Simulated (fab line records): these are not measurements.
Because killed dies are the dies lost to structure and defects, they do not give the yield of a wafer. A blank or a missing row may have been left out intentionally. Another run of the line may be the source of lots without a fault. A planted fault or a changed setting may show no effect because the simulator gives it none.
Which tool did it? / flow sky130 / 14 lots, 42 wafers sampled, at 5 steps of a route of 708

== WHAT THE GAUGES READ, wafer by wafer ==
SKY_VIA1_BOW_MEAS_03.
lot=L481; measured=day 32 22:16; on=film metro-02; VIA1_BOW (um)=72 86 75
lot=L482; measured=day 33 09:22; on=film metro-03; VIA1_BOW (um)=79 72 83
lot=L483; measured=day 33 17:05; on=film metro-01; VIA1_BOW (um)=71 71 74
lot=L484; measured=day 33 17:55; on=film metro-03; VIA1_BOW (um)=68 72 80
lot=L486; measured=day 34 13:47; on=film metro-02; VIA1_BOW (um)=78 72 70
lot=L490; measured=day 36 04:22; on=film metro-03; VIA1_BOW (um)=72 80 85
lot=L491; measured=day 36 13:58; on=film metro-02; VIA1_BOW (um)=87 77 82
lot=L494; measured=day 37 08:12; on=film metro-03; VIA1_BOW (um)=66 74 84
lot=L496; measured=day 37 20:18; on=film metro-03; VIA1_BOW (um)=91 77 87
lot=L497; measured=day 38 05:37; on=film metro-01; VIA1_BOW (um)=66 78 73
lot=L499; measured=day 38 19:11; on=film metro-02; VIA1_BOW (um)=86 77 63
lot=L502; measured=day 39 12:46; on=film metro-01; VIA1_BOW (um)=79 88 79
lot=L503; measured=day 39 15:43; on=film metro-01; VIA1_BOW (um)=87 78 84
lot=L504; measured=day 40 07:19; on=film metro-01; VIA1_BOW (um)=73 66 72

SKY_METAL2_RS_MEAS_05: a four-point-probe measurement.
lot=L481; measured=day 34 03:04; on=film metro-01; METAL2_ALCU_RS (ohm/sq)=0.1257 0.1270 0.1261
lot=L482; measured=day 34 13:15; on=film metro-03; METAL2_ALCU_RS (ohm/sq)=0.1259 0.1283 0.1272
lot=L483; measured=day 34 20:30; on=film metro-03; METAL2_ALCU_RS (ohm/sq)=0.1287 0.1267 0.1282
lot=L484; measured=day 34 22:15; on=film metro-03; METAL2_ALCU_RS (ohm/sq)=0.1290 0.1285 0.1286
lot=L486; measured=day 35 18:02; on=film metro-04; METAL2_ALCU_RS (ohm/sq)=0.1279 0.1264 0.1263
lot=L490; measured=day 37 07:39; on=film metro-04; METAL2_ALCU_RS (ohm/sq)=0.0649 0.0652 0.0644 0.0649 0.0651 0.0645
lot=L491; measured=day 37 16:40; on=film metro-01; METAL2_ALCU_RS (ohm/sq)=0.0660 0.0656 0.0660 0.0659 0.0654 0.0662
lot=L494; measured=day 38 10:28; on=film metro-03; METAL2_ALCU_RS (ohm/sq)=0.1275 0.1292 0.1268
lot=L496; measured=day 38 23:14; on=film metro-01; METAL2_ALCU_RS (ohm/sq)=0.1283 0.1261 0.1278
lot=L497; measured=day 39 07:57; on=film metro-01; METAL2_ALCU_RS (ohm/sq)=0.1265 0.1260 0.1260
lot=L499; measured=day 39 22:00; on=film metro-03; METAL2_ALCU_RS (ohm/sq)=0.1282 0.1284 0.1272
lot=L502; measured=day 40 15:14; on=film metro-03; METAL2_ALCU_RS (ohm/sq)=0.1281 0.1265 0.1282
lot=L503; measured=day 40 18:35; on=film metro-01; METAL2_ALCU_RS (ohm/sq)=0.1314 0.1288 0.1305
lot=L504; measured=day 41 09:29; on=film metro-01; METAL2_ALCU_RS (ohm/sq)=0.1252 0.1257 0.1273

== WHICH TOOL RAN EACH LOT (tool, then ch and the chambers of the sampled wafers, then the start) ==
lot=L481; SKY_VIA1_ETCH_14=rie diel-01 ch 1,3, day 34 01:33; SKY_METAL2_SPUTTER_02=pvd sputter-02, day 34 02:57; SKY_METAL2_SPUTTER_04=pvd sputter-02, day 34 02:59
lot=L482; SKY_VIA1_ETCH_14=rie diel-02 ch 0,1,2, day 34 11:48; SKY_METAL2_SPUTTER_02=pvd sputter-01, day 34 13:10; SKY_METAL2_SPUTTER_04=pvd sputter-01, day 34 13:12
lot=L483; SKY_VIA1_ETCH_14=rie diel-02 ch 0,2,3, day 34 19:03; SKY_METAL2_SPUTTER_02=pvd sputter-03, day 34 20:25; SKY_METAL2_SPUTTER_04=pvd sputter-03, day 34 20:27
lot=L484; SKY_VIA1_ETCH_14=rie diel-04 ch 0,1,3, day 34 20:48; SKY_METAL2_SPUTTER_02=pvd sputter-01, day 34 22:10; SKY_METAL2_SPUTTER_04=pvd sputter-01, day 34 22:12
lot=L486; SKY_VIA1_ETCH_14=rie diel-02 ch 0,2, day 35 16:15; SKY_METAL2_SPUTTER_02=pvd sputter-02, day 35 17:56; SKY_METAL2_SPUTTER_04=pvd sputter-02, day 35 17:59
lot=L490; SKY_VIA1_ETCH_14=rie diel-02 ch 0,3, day 37 06:12; SKY_METAL2_SPUTTER_02=pvd sputter-01, day 37 07:34; SKY_METAL2_SPUTTER_04=pvd sputter-01, day 37 07:36
lot=L491; SKY_VIA1_ETCH_14=rie diel-02 ch 1,3, day 37 15:12; SKY_METAL2_SPUTTER_02=pvd sputter-01, day 37 16:34; SKY_METAL2_SPUTTER_04=pvd sputter-01, day 37 16:36
lot=L494; SKY_VIA1_ETCH_14=rie diel-04 ch 2,3, day 38 09:00; SKY_METAL2_SPUTTER_02=pvd sputter-02, day 38 10:22; SKY_METAL2_SPUTTER_04=pvd sputter-02, day 38 10:25
lot=L496; SKY_VIA1_ETCH_14=rie diel-01 ch 1,2,3, day 38 21:41; SKY_METAL2_SPUTTER_02=pvd sputter-02, day 38 23:08; SKY_METAL2_SPUTTER_04=pvd sputter-02, day 38 23:11
lot=L497; SKY_VIA1_ETCH_14=rie diel-01 ch 1,3, day 39 06:26; SKY_METAL2_SPUTTER_02=pvd sputter-03, day 39 07:50; SKY_METAL2_SPUTTER_04=pvd sputter-03, day 39 07:53
lot=L499; SKY_VIA1_ETCH_14=rie diel-04 ch 1,3, day 39 20:33; SKY_METAL2_SPUTTER_02=pvd sputter-03, day 39 21:55; SKY_METAL2_SPUTTER_04=pvd sputter-03, day 39 21:57
lot=L502; SKY_VIA1_ETCH_14=rie diel-04 ch 1,2,3, day 40 13:02; SKY_METAL2_SPUTTER_02=pvd sputter-01, day 40 15:07; SKY_METAL2_SPUTTER_04=pvd sputter-01, day 40 15:10
lot=L503; SKY_VIA1_ETCH_14=rie diel-04 ch 2,3, day 40 16:48; SKY_METAL2_SPUTTER_02=pvd sputter-02, day 40 18:28; SKY_METAL2_SPUTTER_04=pvd sputter-02, day 40 18:31
lot=L504; SKY_VIA1_ETCH_14=rie diel-02 ch 0,2,3, day 41 08:00; SKY_METAL2_SPUTTER_02=pvd sputter-01, day 41 09:24; SKY_METAL2_SPUTTER_04=pvd sputter-01, day 41 09:26
- SKY_VIA1_ETCH_14: etches BARC in N2/H2, stops on SiO2, time 45.9 s, target depth 60 nm.
- SKY_METAL2_SPUTTER_02: material AlCu, target thk 250 nm, time 13.3 s.
- SKY_METAL2_SPUTTER_04: material TiN, target thk 70 nm, time 58.3 s.

== WHAT THE TOOLS THEMSELVES READ (means of the sampled wafers that have a number; where no wafer has one, the mark that the record gives instead) ==
SKY_VIA1_ETCH_14.
lot=L481; tool=rie diel-01; bias w (W)=99.88; chamber pressure mTorr (mTorr)=30.033; drypump motor current A (A)=6.1; h2 flow sccm (sccm)=200.2; oes product au (a.u.)=0.852; rf fwd power W (W)=496.9; throttle valve pct (%)=13.218
lot=L482; tool=rie diel-02; bias w (W)=99.94; chamber pressure mTorr (mTorr)=29.988; drypump motor current A (A)=5.5; h2 flow sccm (sccm)=200.2; oes product au (a.u.)=0.852; rf fwd power W (W)=496.2; throttle valve pct (%)=13.222
lot=L483; tool=rie diel-02; bias w (W)=100.11; chamber pressure mTorr (mTorr)=30.012; drypump motor current A (A)=5.4; h2 flow sccm (sccm)=200.4; oes product au (a.u.)=0.848; rf fwd power W (W)=494.4; throttle valve pct (%)=13.231
lot=L484; tool=rie diel-04; bias w (W)=100.10; chamber pressure mTorr (mTorr)=29.989; drypump motor current A (A)=6.1; h2 flow sccm (sccm)=199.8; oes product au (a.u.)=0.858; rf fwd power W (W)=493.9; throttle valve pct (%)=13.220
lot=L486; tool=rie diel-02; bias w (W)=99.92; chamber pressure mTorr (mTorr)=30.007; drypump motor current A (A)=5.4; h2 flow sccm (sccm)=200.5; oes product au (a.u.)=0.857; rf fwd power W (W)=494.8; throttle valve pct (%)=13.226
lot=L490; tool=rie diel-02; bias w (W)=99.81; chamber pressure mTorr (mTorr)=29.990; drypump motor current A (A)=5.4; h2 flow sccm (sccm)=199.9; oes product au (a.u.)=0.853; rf fwd power W (W)=495.8; throttle valve pct (%)=13.224
lot=L491; tool=rie diel-02; bias w (W)=100.06; chamber pressure mTorr (mTorr)=30.001; drypump motor current A (A)=5.6; h2 flow sccm (sccm)=200.1; oes product au (a.u.)=0.854; rf fwd power W (W)=494.6; throttle valve pct (%)=13.226
lot=L494; tool=rie diel-04; bias w (W)=100.01; chamber pressure mTorr (mTorr)=30.024; drypump motor current A (A)=5.5; h2 flow sccm (sccm)=199.9; oes product au (a.u.)=0.856; rf fwd power W (W)=495.9; throttle valve pct (%)=13.229
lot=L496; tool=rie diel-01; bias w (W)=100.05; chamber pressure mTorr (mTorr)=30.004; drypump motor current A (A)=6.0; h2 flow sccm (sccm)=200.7; oes product au (a.u.)=0.857; rf fwd power W (W)=496.2; throttle valve pct (%)=13.228
lot=L497; tool=rie diel-01; bias w (W)=99.90; chamber pressure mTorr (mTorr)=29.992; drypump motor current A (A)=6.1; h2 flow sccm (sccm)=200.0; oes product au (a.u.)=0.861; rf fwd power W (W)=497.0; throttle valve pct (%)=13.226
lot=L499; tool=rie diel-04; bias w (W)=99.94; chamber pressure mTorr (mTorr)=30.002; drypump motor current A (A)=6.0; h2 flow sccm (sccm)=200.0; oes product au (a.u.)=0.856; rf fwd power W (W)=495.1; throttle valve pct (%)=13.225
lot=L502; tool=rie diel-04; bias w (W)=100.16; chamber pressure mTorr (mTorr)=30.018; drypump motor current A (A)=5.8; h2 flow sccm (sccm)=199.9; oes product au (a.u.)=0.856; rf fwd power W (W)=495.7; throttle valve pct (%)=13.225
lot=L503; tool=rie diel-04; bias w (W)=100.17; chamber pressure mTorr (mTorr)=30.014; drypump motor current A (A)=5.8; h2 flow sccm (sccm)=200.0; oes product au (a.u.)=0.850; rf fwd power W (W)=497.3; throttle valve pct (%)=13.231
lot=L504; tool=rie diel-02; bias w (W)=99.95; chamber pressure mTorr (mTorr)=30.001; drypump motor current A (A)=5.4; h2 flow sccm (sccm)=200.1; oes product au (a.u.)=0.853; rf fwd power W (W)=493.5; throttle valve pct (%)=13.220

SKY_METAL2_SPUTTER_02.
lot=L481; tool=pvd sputter-02; throttle valve pct (%)=30.5
lot=L482; tool=pvd sputter-01; throttle valve pct (%)=29.6
lot=L483; tool=pvd sputter-03; throttle valve pct (%)=29.7
lot=L484; tool=pvd sputter-01; throttle valve pct (%)=29.6
lot=L486; tool=pvd sputter-02; throttle valve pct (%)=30.0
lot=L490; tool=pvd sputter-01; throttle valve pct (%)=28.9
lot=L491; tool=pvd sputter-01; throttle valve pct (%)=28.8
lot=L494; tool=pvd sputter-02; throttle valve pct (%)=30.3
lot=L496; tool=pvd sputter-02; throttle valve pct (%)=30.2
lot=L497; tool=pvd sputter-03; throttle valve pct (%)=29.7
lot=L499; tool=pvd sputter-03; throttle valve pct (%)=30.3
lot=L502; tool=pvd sputter-01; throttle valve pct (%)=29.6
lot=L503; tool=pvd sputter-02; throttle valve pct (%)=30.6
lot=L504; tool=pvd sputter-01; throttle valve pct (%)=29.5

SKY_METAL2_SPUTTER_04.
lot=L481; tool=pvd sputter-02; throttle valve pct (%)=30.4
lot=L482; tool=pvd sputter-01; throttle valve pct (%)=29.5
lot=L483; tool=pvd sputter-03; throttle valve pct (%)=29.7
lot=L484; tool=pvd sputter-01; throttle valve pct (%)=29.6
lot=L486; tool=pvd sputter-02; throttle valve pct (%)=30.3
lot=L490; tool=pvd sputter-01; throttle valve pct (%)=28.8
lot=L491; tool=pvd sputter-01; throttle valve pct (%)=28.8
lot=L494; tool=pvd sputter-02; throttle valve pct (%)=30.3
lot=L496; tool=pvd sputter-02; throttle valve pct (%)=30.4
lot=L497; tool=pvd sputter-03; throttle valve pct (%)=29.9
lot=L499; tool=pvd sputter-03; throttle valve pct (%)=30.2
lot=L502; tool=pvd sputter-01; throttle valve pct (%)=29.7
lot=L503; tool=pvd sputter-02; throttle valve pct (%)=30.6
lot=L504; tool=pvd sputter-01; throttle valve pct (%)=29.6

== THE ANSWER, worked out from the rows above alone ==
Rule: the lots themselves supply what counts as usual. The widest of any qualifying gaps counts: lots, ordered by their means at a reading, are off when they make up no more than a third of the lots, leave a main group of 4 or more, and stand apart from it by 3 or more times the standard deviation of that group's means. If all means in a main group match to the digits the tables above print for the reading, that group is not used. Also off: a lot with no number at a reading for which 4 or more lots have one. Any other lot the step has rows for is counted as sound. The gauges are gone through in route order, then the tools' own readings, and for those a lot's mean is taken as printed above. At the first step where some lot is off, the reading lying furthest off is the one used; lots without a number count as furthest.
Off: L490, L491, at SKY_METAL2_RS_MEAS_05 (METAL2_ALCU_RS). Mean 0.1275 ohm/sq and standard deviation 0.0011 in the main group.
If a tool, at a process step before that reading, ran all the lots that are off and no sound lot after the first of them, it fits. Those tools and the gauges at SKY_METAL2_RS_MEAS_05 are tried in the same way. Of those tried, none fits.

== WHAT HAD BEEN PUT IN BY THE SIMULATOR ==
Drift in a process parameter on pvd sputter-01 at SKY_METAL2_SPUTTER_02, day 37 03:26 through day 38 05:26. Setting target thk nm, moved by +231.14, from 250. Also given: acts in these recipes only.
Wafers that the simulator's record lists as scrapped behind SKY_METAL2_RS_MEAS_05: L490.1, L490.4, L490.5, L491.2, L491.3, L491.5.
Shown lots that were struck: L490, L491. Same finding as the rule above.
